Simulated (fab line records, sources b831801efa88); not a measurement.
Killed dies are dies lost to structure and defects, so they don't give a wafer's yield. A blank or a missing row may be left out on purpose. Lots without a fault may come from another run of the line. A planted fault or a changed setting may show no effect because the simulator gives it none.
fab line records | flow sky130
record lots=7 wafers=21 last_day=50
route steps=708 shown VIA4@645 PAD_OPEN@708
lots that met no fault: from a run of the same line without faults
start_h: hours from the record's first day to the start of the lot's first wafer shown | wait_h: hours since the lot's step before | " the same as in the row above | L1.1+2: a row that stands for several wafers | - no value, or no start given | * or withheld: withheld | < > ~ a bound
route shown NAME@n: a module of which the file shows steps, and the number in the route of the first | usual: mean/standard deviation of fault-free wafers | same: alike in all rows | chamber/n: place in a boat | sites: the reading at each site | _std_site: their standard deviation | _edge_site: outer sites' mean less inner sites' | radius_mm: how far each site lies from the wafer's centre | mask NAME#n: copy n | behind: the tool/chamber that last shaped the wafer | hold: why the lot was held/for how many hours/how that ended | device: the transistor (n, p or np) that didn't switch | end of line: the same wafers' tests at the end of the route | a step without rows: its recipe alone | killed: dies lost to structure and defects at the first sort, not the wafer's yield | map: a wafer's dies, x killed, . not, _ none there
set.NAME: the setting as run; set.NAME@STEP: as run at that earlier step | model.NAME: the simulator's own value behind a step, which no gauge read
lots at some steps of the route; a table a step, a row a wafer
services: from which hour (start_h, from the record's first day; less than 0 if before it) a tool's chamber was out of use, for how many hours, and why
## steps
# step SKY_VIA4_COAT_06
# recipe resist=NOVOLAK spin_rpm=3000 resist_thk_nm=1140
# step SKY_VIA4_SOFTBAKE_07
# recipe temp_c=90 time_s=60 resist=NOVOLAK
# step SKY_VIA4_EXPOSE_08
# recipe mask_id=VIM4 na=0.6 source_shape=conventional sigma_outer=0.6 polarization=unpolarized target_cd_nm=800 dose_mj=132
# step SKY_VIA4_PEB_09
# recipe temp_c=withheld time_s=* resist=NOVOLAK
# step SKY_VIA4_DEVELOP_10
# recipe resist=NOVOLAK developer=TMAH develop_time_s=60 dev_temp_c=23
# step SKY_VIA4_OVL_MEAS_11
# usual VIA4_OVL=0.4/1.2
# columns lot.wafer tool chamber start_h wait_h VIA4_OVL[nm]
L518.2 overlay-01 - 1040.68 0.1 1.2
L518.4 " - " " 0.6
L518.6 " - " " 0.4
L523.3 overlay-01 - 1078.97 0.1 0.5
L523.4 " - " " -1.6
L523.5 " - " " 0.3
L531.2 overlay-02 - 1121.93 0.1 0.0
L531.3 " - " " 0.7
L531.5 " - " " -0.1
L532.1 overlay-02 - 1128.98 0.1 2.3
L532.4 " - " " -0.7
L532.6 " - " " 1.3
L533.1 overlay-01 - 1129.68 0.1 0.5
L533.3 " - " " -0.5
L533.4 " - " " 0.4
L534.3 overlay-01 - 1137.69 0.1 -0.5
L534.4 " - " " 0.6
L534.6 " - " " 0.0
L535.1 overlay-01 - 1143.73 0.1 2.3
L535.4 " - " " 0.7
L535.5 " - " " 0.0
# step SKY_VIA4_ETCH_12
# recipe target=SiO2 chemistry=C4F8/O2/Ar stop_on=TiN mask_material=NOVOLAK source_w=1500 bias_w=1161 pressure_mtorr=40 c4f8_flow_sccm=withheld O2_flow_sccm=6 Ar_flow_sccm=300 time_s=withheld target_depth_a=5800
# usual oes_product_au=0.925/0.0043
# columns lot.wafer tool chamber start_h wait_h oes_product_au
L518.2 rie_diel-03 1 1040.71 0.0 0.928
L518.4 " 1 " " 0.928
L518.6 " 3 " " 0.922
L523.3 rie_diel-04 3 1078.99 0.0 0.931
L523.4 " 0 " " 0.916
L523.5 " 1 " " 0.922
L531.2 rie_diel-03 2 1121.96 0.0 0.931
L531.3 " 3 " " 0.918
L531.5 " 1 " " 0.922
L532.1 rie_diel-04 1 1129.01 0.0 0.928
L532.4 " 0 " " 0.933
L532.6 " 2 " " 0.925
L533.1 rie_diel-01 2 1129.72 0.0 0.924
L533.3 " 0 " " 0.926
L533.4 " 3 " " 0.922
L534.3 rie_diel-03 2 1137.71 0.0 0.928
L534.4 " 3 " " 0.929
L534.6 " 0 " " 0.924
L535.1 rie_diel-03 1 1143.76 0.0 0.922
L535.4 " 2 " " 0.924
L535.5 " 0 " " 0.926
# step SKY_VIA4_STRIP_13
# recipe chemistry=O2/N2 power_w=1400 pressure_mtorr=1500 platen_temp_c=withheld o2_flow_sccm=3000 n2_flow_sccm=300 overash_fraction=0.5
# usual drypump_motor_current_A=5.8/0.35 n2_flow_sccm=299.9/0.97 oes_product_au=0.709/0.004 strip_time_to_endpoint_s=12.81/0.031
# columns lot.wafer tool chamber start_h wait_h drypump_motor_current_A n2_flow_sccm oes_product_au rf_hours_counter_h strip_time_to_endpoint_s
L518.2 plasma_asher-04 0 1040.78 - 5.7 301.3 0.714 31 12.80
L518.4 " 1 " " 6.1 300.3 0.707 - 12.84
L518.6 " 0 " " 5.7 299.8 0.710 - 12.83
L523.3 plasma_asher-01 0 1079.10 - 5.4 301.2 0.715 - 12.90
L523.4 " 1 " " 6.2 300.0 0.706 - 12.81
L523.5 " 1 " " 6.2 300.8 0.710 - 12.82
L531.2 plasma_asher-01 0 1122.03 - 5.4 300.9 0.706 5 12.79
L531.3 " 1 " " 6.3 298.7 0.714 - 12.84
L531.5 " 1 " " 6.3 298.7 0.715 - 12.78
L532.1 plasma_asher-04 0 1129.08 - 5.7 299.9 0.707 40 12.78
L532.4 " 1 " " 6.1 299.0 0.713 - 12.85
L532.6 " 1 " " 6.1 299.0 0.709 - 12.80
L533.1 plasma_asher-01 1 1129.79 - 6.2 299.6 0.711 6 12.78
L533.3 " 0 " " 5.4 299.2 0.713 - 12.79
L533.4 " 1 " " 6.2 300.1 0.707 - 12.81
L534.3 plasma_asher-04 1 1137.82 - 6.2 301.1 0.711 - 12.81
L534.4 " 0 " " 5.7 300.1 0.709 - 12.82
L534.6 " 1 " " 6.2 300.6 0.712 - 12.82
L535.1 plasma_asher-03 1 1143.83 - 5.3 301.2 0.703 96 12.80
L535.4 " 0 " " 5.9 299.3 0.709 - 12.76
L535.5 " 1 " " 5.3 300.1 0.708 - 12.81
# step SKY_VIA4_STRIP_14
# recipe chemistry=post_etch_residue_remover time_s=1200 temp_c=72.5
# step SKY_VIA4_CLEAN_15
# recipe chemistry=IPA time_s=180 temp_c=25
# step SKY_VIA4_CLEAN_16
# recipe chemistry=O3/DIW dry=n2_spin
# step SKY_VIA4_SPUTTER_17
# recipe material=TiN target_thk_nm=20 chamber_pressure_pa=5 power_w=4000 time_s=80
# usual throttle_valve_pct=30.7/1.1
# columns lot.wafer tool chamber start_h wait_h throttle_valve_pct
L518.2 pvd_sputter-02 - 1041.42 0.0 30.5
L518.4 " - " " 31.6
L518.6 " - " " 30.7
L523.3 pvd_sputter-01 - 1079.69 0.0 28.6
L523.4 " - " " 30.8
L523.5 " - " " 31.0
L531.2 pvd_sputter-04 - 1122.63 0.0 31.1
L531.3 " - " " 32.2
L531.5 " - " " 32.5
L532.1 pvd_sputter-02 - 1129.68 0.0 31.4
L532.4 " - " " 30.5
L532.6 " - " " 29.8
L533.1 pvd_sputter-01 - 1130.47 0.0 32.0
L533.3 " - " " 31.1
L533.4 " - " " 31.4
L534.3 pvd_sputter-01 - 1138.78 0.0 31.1
L534.4 " - " " 32.0
L534.6 " - " " 30.9
L535.1 pvd_sputter-01 - 1144.49 0.0 28.6
L535.4 " - " " 30.9
L535.5 " - " " 31.7
# step SKY_VIA4_CVD_18
# recipe material=W target_thk_nm=505 time_s=152.14 temp_c=400 pressure_torr=40
# usual heater_power_w=926/49 susceptor_temp_C=400.04/0.22
# columns lot.wafer tool chamber start_h wait_h heater_power_w susceptor_temp_C model.W_of_VIA4_CVD_18.thk_nm
L518.2 cvd_w-01 1 1041.48 0.0 918 400.11 505.8
L518.4 " 0 " " 910 400.17 501.2
L518.6 " 1 " " 925 399.92 506.5
L523.3 cvd_w-02 0 1079.80 0.1 1032 399.81 496
L523.4 " 1 " " 853 400.22 497.2
L523.5 " 0 " " 1026 400.02 495.4
L531.2 cvd_w-01 0 1122.69 0.0 928 402.02 529.5
L531.3 " 1 " " 942 402.32 526.4
L531.5 " 0 " " 929 402.04 536
L532.1 cvd_w-01 0 1129.74 0.0 922 402.61 534.5
L532.4 " 1 " " 953 403.05 530.3
L532.6 " 1 " " 923 402.31 529.2
L533.1 cvd_w-01 1 1130.54 0.0 958 402.38 523.4
L533.3 " 0 " " 931 402.37 532.1
L533.4 " 1 " " 961 402.17 520.8
L534.3 cvd_w-02 0 1138.89 0.1 1006 399.98 496.6
L534.4 " 1 " " 868 400.13 496.2
L534.6 " 1 " " 841 400.13 500.3
L535.1 cvd_w-02 1 1144.55 0.0 861 400.44 500.8
L535.4 " 1 " " 876 400.03 503.4
L535.5 " 1 " " 863 399.95 507
# step SKY_VIA4_RS_MEAS_19
# recipe thk_meas_gauge=four-point-probe reads=W_of_VIA4_CVD_18+TiN_of_VIA4_SPUTTER_17
# usual VIA4_W_RS=0.2270/0.0024
# columns lot.wafer tool chamber start_h wait_h VIA4_W_RS[ohm/sq]
L518.2 film_metro-03 - 1041.65 0.1 0.2255
L518.4 " - " " 0.2278
L518.6 " - " " 0.2256
L523.3 film_metro-03 - 1079.94 0.1 0.2301
L523.4 " - " " 0.2296
L523.5 " - " " 0.2308
L531.2 film_metro-02 - 1122.86 0.1 0.2165
L531.3 " - " " 0.2172
L531.5 " - " " 0.2133
L532.1 film_metro-01 - 1129.89 0.1 0.2141
L532.4 " - " " 0.2161
L532.6 " - " " 0.2168
L533.1 film_metro-01 - 1130.69 0.1 0.2191
L533.3 " - " " 0.2148
L533.4 " - " " 0.2193
L534.3 film_metro-03 - 1139.03 0.1 0.2300
L534.4 " - " " 0.2302
L534.6 " - " " 0.2281
L535.1 film_metro-01 - 1144.70 0.1 0.2285
L535.4 " - " " 0.2277
L535.5 " - " " 0.2260
# step SKY_VIA4_THK_MEAS_20
# recipe thk_meas_gauge=xrf reads=W_of_VIA4_CVD_18
# usual VIA4_W_THK=510/8.2
# columns lot.wafer tool chamber start_h wait_h VIA4_W_THK[nm]
L518.2 film_metro-03 - 1041.76 0.1 507
L518.4 " - " " 499
L518.6 " - " " 508
L523.3 film_metro-03 - 1080.04 0.1 496
L523.4 " - " " 495
L523.5 " - " " 498
L531.2 film_metro-02 - 1122.97 0.1 535
L531.3 " - " " 533
L531.5 " - " " 539
L532.1 film_metro-01 - 1130.01 0.1 548
L532.4 " - " " 544
L532.6 " - " " 542
L533.1 film_metro-01 - 1130.81 0.1 538
L533.3 " - " " 546
L533.4 " - " " 531
L534.3 film_metro-03 - 1139.13 0.1 498
L534.4 " - " " 498
L534.6 " - " " 499
L535.1 film_metro-01 - 1144.82 0.1 510
L535.4 " - " " 514
L535.5 " - " " 522
# step SKY_VIA4_CMP_21
# recipe stop_on=SiO2 t_overpolish_s=25 down_force_psi=3.5 platen_rpm=60 target_thk_nm=0 pad_velocity_m_s=0.94248
# usual motor_current_A=10.8/1.4 overpolish_run_s=25.001/0.0088 platen_rpm=60.00/0.04 slurry_flow_ml_min=149.9/0.45 time_to_endpoint_s=121/3.9
# columns lot.wafer tool chamber start_h wait_h motor_current_A overpolish_run_s platen_rpm slurry_flow_ml_min time_to_endpoint_s
L518.4 cmp-02 3 1041.81 0.0 11.1 24.994 60.05 150.0 129
L518.2 " 0 " " 12.1 25.007 59.96 150.8 126
L518.6 " 0 " " 11.3 25.023 59.94 149.8 124
L523.4 cmp-01 0 1080.17 0.1 8.9 24.997 59.98 149.8 113
L523.3 " 1 " " 13.8 24.990 59.97 149.9 121
L523.5 " 1 " " 14.0 24.995 59.95 149.7 116
L531.2 cmp-01 2 1123.02 0.0 10.9 25.001 59.99 150.4 125
L531.3 " 1 " " 13.2 24.989 59.96 150.3 123
L531.5 " 3 " " 10.7 24.998 59.98 149.4 130
L532.4 cmp-01 0 1130.07 0.0 9.2 24.995 59.97 150.2 120
L532.1 " 2 " " 11.6 25.003 59.98 149.6 121
L532.6 " 0 " " 8.8 25.002 60.02 149.7 123
L533.4 cmp-02 1 1130.87 0.0 8.7 25.005 60.01 149.8 131
L533.1 " 3 " " 11.6 24.987 59.95 149.4 130
L533.3 " 0 " " 11.6 25.017 59.97 150.3 127
L534.3 cmp-02 0 1139.27 0.1 12.2 25.000 59.99 150.5 119
L534.4 " 1 " " 8.8 24.996 59.97 150.7 116
L534.6 " 2 " " 10.6 25.009 60.01 149.2 118
L535.4 cmp-01 3 1144.98 0.1 10.3 25.021 60.02 149.6 123
L535.1 " 0 " " 9.6 25.001 59.96 149.8 119
L535.5 " 1 " " 12.7 25.006 60.03 149.6 123
# step SKY_PAD_OPEN_PROBE_99
# usual defect_limited_yield=82.8/1.8 killed_at_M0_to_M3=43/6.3 killed_at_M4_up=3.1/1.9 killed_at_contacts=24/5.1 killed_at_front_end=14/4.3 killed_at_other=0.3/0.53 killed_dies=85/8.8 killed_on_rim=17/3.9 killed_open=46/7.1 killed_short=38/5.9 sort_bin_3_pad_short=0.8/0.41 sort_bin_5_function=10.4/1.5 sort_bin_6_memory=6.1/1.1 sort_n_pass=407/8.8 sort_yield_pct=82.8/1.8
# same gross_dies=492 killed_at_back_side=0 sort_bin_4_leakage[%]=0 sort_bin_8_speed[%]=0
# columns lot.wafer tool chamber start_h wait_h defect_limited_yield[%] killed_at_M0_to_M3 killed_at_M4_up killed_at_contacts killed_at_front_end killed_at_other killed_dies killed_on_rim killed_open killed_short sort_bin_3_pad_short[%] sort_bin_5_function[%] sort_bin_6_memory[%] sort_n_pass sort_yield_pct[%]
L518.2 prober-01 - 1108.49 0.1 82.1 39 4 32 13 0 88 14 49 39 0.8 12.6 4.5 404 82.1
L518.4 prober-01 - 1108.59 0.2 83.5 42 4 25 8 2 81 13 42 39 0.2 11.2 5.1 411 83.5
L518.6 prober-01 - 1108.69 0.2 80.5 45 3 38 10 0 96 22 47 49 0.8 12.4 6.3 396 80.5
L523.3 prober-02 - 1143.43 0.2 83.7 43 2 12 22 1 80 17 41 39 1.8 7.9 6.5 412 83.7
L523.4 prober-02 - 1143.48 0.2 84.3 38 7 18 14 0 77 13 46 31 0.8 9.1 5.7 415 84.3
L523.5 prober-02 - 1143.53 0.2 82.5 40 8 20 17 1 86 13 46 39 0.8 8.7 7.9 406 82.5
L531.2 prober-02 - 1180.84 0.1 82.5 43 0 26 17 0 86 15 41 45 1.8 10.0 5.7 406 82.5
L531.3 prober-02 - 1180.89 0.2 85.8 31 3 19 17 0 70 17 35 35 1.0 8.3 4.9 422 85.8
L531.5 prober-02 - 1180.99 0.2 81.5 48 2 26 15 0 91 18 56 35 0.2 12.0 6.3 401 81.5
L532.1 prober-01 - 1186.40 0.1 82.5 36 5 26 19 0 86 17 47 39 0.8 10.6 6.1 406 82.5
L532.4 prober-01 - 1186.55 0.2 82.5 33 1 35 17 0 86 18 53 32 0.6 8.7 8.1 406 82.5
L532.6 prober-01 - 1186.65 0.2 85.6 33 2 20 16 0 71 11 38 33 1.6 7.5 5.3 421 85.6
L533.1 prober-02 - 1187.90 0.1 81.9 41 4 31 13 0 89 15 40 49 1.0 11.2 5.9 403 81.9
L533.3 prober-02 - 1188.00 0.2 80.9 52 2 30 10 0 94 16 47 46 1.4 8.7 8.9 398 80.9
L533.4 prober-02 - 1188.05 0.2 81.9 50 3 21 14 1 89 23 54 34 0.6 11.2 6.3 403 81.9
L534.3 prober-02 - 1193.03 0.2 82.5 45 3 21 17 0 86 16 54 32 0.2 11.2 6.1 406 82.5
L534.4 prober-02 - 1193.08 0.2 82.1 53 4 14 16 1 88 18 44 42 0.6 11.0 6.3 404 82.1
L534.6 prober-02 - 1193.18 0.2 81.9 40 4 23 19 3 89 17 50 39 1.0 10.2 6.9 403 81.9
L535.1 prober-01 - 1198.62 0.1 82.9 41 3 27 13 0 84 14 53 31 0.8 9.3 6.9 408 82.9
L535.4 prober-01 - 1198.77 0.2 81.9 42 5 20 22 0 89 12 49 40 0.6 10.4 7.1 403 81.9
L535.5 prober-01 - 1198.82 0.2 81.7 50 4 16 20 0 90 15 46 44 1.2 10.8 6.3 402 81.7
# killed by level:class
L518.2 CONTACT:geometric_particle:open=12 VIA1:geometric_particle:open=12 CONTACT:geometric_particle:short=9 VIA3:geometric_particle:open=7 LOCAL_INTERCONNECT:geometric_particle:short=6 METAL1:geometric_particle:short=5 VIA1:geometric_particle:short=4 FIELD_ISO:geometric_particle:short=3
L518.4 VIA1:geometric_particle:open=13 CONTACT:geometric_particle:open=9 CONTACT:geometric_particle:short=7 VIA1:geometric_particle:short=6 VIA3:geometric_particle:open=5 LI_CONTACT:geometric_particle:short=4 METAL2:geometric_particle:short=4 FIELD_ISO:geometric_particle:short=3
L518.6 LI_CONTACT:geometric_particle:open=17 VIA1:geometric_particle:open=9 VIA1:geometric_particle:short=9 LOCAL_INTERCONNECT:geometric_particle:short=8 METAL1:geometric_particle:short=7 CONTACT:geometric_particle:open=5 VIA2:geometric_particle:open=5 LI_CONTACT:geometric_particle:short=4
L523.3 VIA2:geometric_particle:open=8 CONTACT:geometric_particle:open=7 METAL1:geometric_particle:short=7 METAL2:geometric_particle:short=7 FIELD_ISO:geometric_particle:open=6 POLY_GATE:geometric_particle:short=6 VIA1:geometric_particle:open=6 FIELD_ISO:geometric_particle:short=4
L523.4 VIA2:geometric_particle:open=11 VIA1:geometric_particle:open=10 CONTACT:geometric_particle:open=8 METAL4:geometric_particle:short=5 VIA3:geometric_particle:open=5 METAL1:geometric_particle:short=4 METAL2:geometric_particle:short=4 POLY_GATE:geometric_particle:short=3
L523.5 VIA1:geometric_particle:open=13 METAL1:geometric_particle:short=7 VIA2:geometric_particle:open=7 METAL4:geometric_particle:short=7 LI_CONTACT:geometric_particle:open=6 CONTACT:geometric_particle:open=5 VIA1:geometric_particle:short=5 FIELD_ISO:geometric_particle:short=4
L531.2 METAL1:geometric_particle:short=12 CONTACT:geometric_particle:open=10 FIELD_ISO:geometric_particle:short=8 LOCAL_INTERCONNECT:geometric_particle:short=6 VIA1:geometric_particle:open=6 VIA2:geometric_particle:open=6 LI_CONTACT:geometric_particle:open=5 VIA2:geometric_particle:short=5
L531.3 CONTACT:geometric_particle:short=8 VIA1:geometric_particle:open=7 CONTACT:geometric_particle:open=7 FIELD_ISO:geometric_particle:open=6 VIA3:geometric_particle:open=5 FIELD_ISO:geometric_particle:short=4 METAL1:geometric_particle:short=4 POLY_GATE:geometric_particle:short=3
L531.5 VIA1:geometric_particle:open=12 CONTACT:geometric_particle:open=11 VIA2:geometric_particle:open=9 VIA3:geometric_particle:open=7 VIA2:geometric_particle:short=6 FIELD_ISO:geometric_particle:open=4 LI_CONTACT:geometric_particle:short=4 LI_CONTACT:geometric_particle:open=4
L532.1 CONTACT:geometric_particle:open=10 VIA1:geometric_particle:open=9 FIELD_ISO:geometric_particle:short=6 FIELD_ISO:geometric_particle:open=6 CONTACT:geometric_particle:short=6 VIA3:geometric_particle:open=6 METAL1:geometric_particle:short=5 METAL2:geometric_particle:short=5
L532.4 CONTACT:geometric_particle:open=12 CONTACT:geometric_particle:short=8 VIA1:geometric_particle:open=8 POLY_GATE:geometric_particle:open=7 FIELD_ISO:geometric_particle:open=6 LI_CONTACT:geometric_particle:short=5 VIA3:geometric_particle:open=5 LI_CONTACT:geometric_particle:open=4
L532.6 CONTACT:geometric_particle:open=6 VIA1:geometric_particle:open=6 VIA3:geometric_particle:open=5 FIELD_ISO:geometric_particle:open=4 POLY_GATE:geometric_particle:open=4 POLY_GATE:geometric_particle:short=4 LI_CONTACT:geometric_particle:open=4 LI_CONTACT:geometric_particle:short=4
L533.1 CONTACT:geometric_particle:open=12 METAL1:geometric_particle:short=9 CONTACT:geometric_particle:short=7 LI_CONTACT:geometric_particle:open=6 VIA3:geometric_particle:short=5 POLY_GATE:geometric_particle:short=4 LOCAL_INTERCONNECT:geometric_particle:short=4 VIA1:geometric_particle:short=4
L533.3 CONTACT:geometric_particle:open=10 METAL1:geometric_particle:short=10 VIA1:geometric_particle:open=10 LI_CONTACT:geometric_particle:open=7 METAL2:geometric_particle:short=6 VIA3:geometric_particle:open=6 LI_CONTACT:geometric_particle:short=5 LOCAL_INTERCONNECT:geometric_particle:short=5
L533.4 CONTACT:geometric_particle:open=9 METAL2:geometric_particle:short=9 VIA2:geometric_particle:open=8 VIA3:geometric_particle:open=8 LI_CONTACT:geometric_particle:open=7 VIA1:geometric_particle:open=7 FIELD_ISO:geometric_particle:open=6 VIA2:geometric_particle:short=5
L534.3 VIA1:geometric_particle:open=15 CONTACT:geometric_particle:open=7 VIA2:geometric_particle:open=7 LI_CONTACT:geometric_particle:open=6 VIA1:geometric_particle:short=6 VIA3:geometric_particle:open=6 POLY_GATE:geometric_particle:open=5 CONTACT:geometric_particle:short=4
L534.4 VIA1:geometric_particle:open=10 METAL1:geometric_particle:short=10 VIA2:geometric_particle:open=9 POLY_GATE:geometric_particle:open=6 CONTACT:geometric_particle:short=4 VIA3:geometric_particle:open=4 LI_CONTACT:geometric_particle:open=4 CONTACT:geometric_particle:open=4
L534.6 VIA1:geometric_particle:open=17 FIELD_ISO:geometric_particle:short=8 CONTACT:geometric_particle:open=8 METAL2:geometric_particle:short=5 POLY_GATE:geometric_particle:open=4 LI_CONTACT:geometric_particle:open=4 LOCAL_INTERCONNECT:geometric_particle:short=4 CONTACT:geometric_particle:short=4
L535.1 CONTACT:geometric_particle:open=11 VIA1:geometric_particle:open=11 LI_CONTACT:geometric_particle:open=8 VIA2:geometric_particle:open=8 VIA3:geometric_particle:open=7 FIELD_ISO:geometric_particle:open=4 FIELD_ISO:geometric_particle:short=4 CONTACT:geometric_particle:short=4
L535.4 VIA1:geometric_particle:open=11 LI_CONTACT:geometric_particle:open=10 FIELD_ISO:geometric_particle:short=7 VIA1:geometric_particle:short=6 FIELD_ISO:geometric_particle:open=5 POLY_GATE:geometric_particle:open=5 CONTACT:geometric_particle:open=4 METAL1:geometric_particle:short=4
L535.5 VIA1:geometric_particle:open=10 FIELD_ISO:geometric_particle:open=9 VIA3:geometric_particle:open=9 CONTACT:geometric_particle:open=6 VIA3:geometric_particle:short=5 FIELD_ISO:geometric_particle:short=5 VIA2:geometric_particle:open=5 VIA2:geometric_particle:short=5
## services
# columns tool chamber start_h hours kind
pvd_sputter-01 - 1020.79 7.9 repair
rie_diel-01 - 1027.35 0.9 repair
rie_diel-04 - 1035.13 28.1 pm
cmp-01 - 1049.54 2.5 repair
cmp-02 - 1050.85 4.0 repair
plasma_asher-01 - 1055.25 9.0 pm
cmp-02 - 1055.54 0.9 repair
rie_diel-04 - 1074.03 0.4 repair
cmp-02 - 1077.05 0.3 repair
cmp-02 - 1084.00 4.0 pm
cmp-01 - 1088.00 5.8 pm
rie_diel-03 - 1099.51 0.1 repair
pvd_sputter-04 - 1102.45 0.6 repair
pvd_sputter-04 - 1110.29 7.8 repair
cmp-02 - 1112.12 0.8 repair
rie_diel-04 0 1114.26 8.1 repair
pvd_sputter-01 1 1114.34 - consumable_replace:kit
pvd_sputter-01 1 1114.34 18.0 scheduled_down
cmp-01 - 1118.42 1.3 repair
rie_diel-03 1 1118.97 1.8 repair
cmp-01 - 1119.94 1.5 repair
pvd_sputter-01 - 1122.18 5.5 repair
rie_diel-01 1 1139.25 6.5 repair
cmp-01 - 1142.81 1.5 repair
## key
first_sign step=SKY_VIA4_CVD_18 reading=susceptor_temp_C direction=up sigmas=10 usual=* struck=*
effect step=SKY_VIA4_RS_MEAS_19 reading=VIA4_W_RS direction=down sigmas=4.4 usual=0.2270 struck=0.2164
effect step=SKY_VIA4_THK_MEAS_20 reading=VIA4_W_THK direction=up sigmas=3.6 usual=510 struck=540
model_effect step=SKY_VIA4_CVD_18 value=W_of_VIA4_CVD_18.thk_nm without=506 struck=529.1
met_at SKY_VIA4_CVD_18
struck_wafers L531.2,L531.3,L531.5,L532.1,L532.4,L532.6,L533.1,L533.3,L533.4
onset_between 1041.48 1122.69
fault kind=process_parameter_drift tool=cvd_w-01 chamber=- onset_h=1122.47 steps=SKY_VIA4_CVD_18 channel=temp_c offset=* shape=step end_h=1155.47 acts_in=* stated=*
